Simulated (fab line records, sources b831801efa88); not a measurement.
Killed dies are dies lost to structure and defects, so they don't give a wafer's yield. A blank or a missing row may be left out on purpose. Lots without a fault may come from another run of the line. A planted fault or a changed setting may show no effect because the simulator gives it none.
One fault seen from 2 desks | flow sky130 | each desk has only its own numbers; what lay behind them comes last

THE TOOL OWNER'S DESK: litho_track-01
The tool's own readings at SKY_CONTACT_DEVELOP_13 (develop time 60 s): means of the sampled wafers that have a number, for each lot that ran on this tool. A lot is out of limits, marked OUT, if its mean lies more than 4 standard deviations from the usual mean; the brackets give that distance.
Columns: A = developer_temp_C at SKY_CONTACT_DEVELOP_13, usual 21.00 C
lot  | first seen here | A
L701 | day 31 18:00    | 21.03
L708 | day 34 06:00    | 23.04 (+20) OUT
L711 | day 36 00:00    | 23.12 (+21) OUT
L720 | day 38 06:00    | 20.94
L723 | day 38 20:00    | 21.01
This desk's finding: out of limits on L708, L711; first on L708, day 34 06:00 (developer_temp_C at SKY_CONTACT_DEVELOP_13). In limits: L701, L720, L723.

THE METROLOGY DESK
What the gauges read, lot by lot, whatever tool the lot ran on: means of the sampled wafers that have a number. A lot is out of limits, marked OUT, if its mean lies more than 4 standard deviations from the usual mean; the brackets give that distance.
Columns: A = METAL1_ALCU_RS at SKY_METAL1_RS_MEAS_05, usual 0.1266 ohm/sq; B = VIA1_OVL at SKY_VIA1_OVL_MEAS_13, usual 2 nm
lot  | first seen here | A      | B
L701 | day 31 20:26    | 0.1258 | 6
L702 | day 32 06:54    | 0.1246 | -4
L703 | day 32 08:48    | 0.1294 | 6
L708 | day 34 07:58    | 0.1273 | -1
L711 | day 36 02:38    | 0.1272 | 7
L712 | day 36 05:33    | 0.1276 | 1
L714 | day 36 07:18    | 0.1269 | -1
L717 | day 37 06:28    | 0.1266 | 3
L719 | day 38 06:37    | 0.1275 | 1
L720 | day 38 08:46    | 0.1267 | 4
L721 | day 38 13:14    | 0.1267 | 4
L722 | day 38 20:01    | 0.1270 | 5
L723 | day 38 22:18    | 0.1268 | -3
This desk's finding: nothing out of limits on any of the 13 lots.

PUT TOGETHER
The tool owner's desk could have raised an alarm at day 34 06:00, on L708, L711.
The metrology desk saw nothing out of limits.
The metrology desk has L708, L711 on record, within its limits.
Of the lots named, all ran SKY_CONTACT_DEVELOP_13 on litho_track-01.

WHAT THE SIMULATOR HAD PUT IN
Process parameter drift: litho_track-01, from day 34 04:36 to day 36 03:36, at SKY_CONTACT_DEVELOP_13. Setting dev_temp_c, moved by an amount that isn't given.
Lots struck among those shown: L708, L711.
Hours from the fault's start to each desk's first reading out of limits: the tool owner's desk, 1.
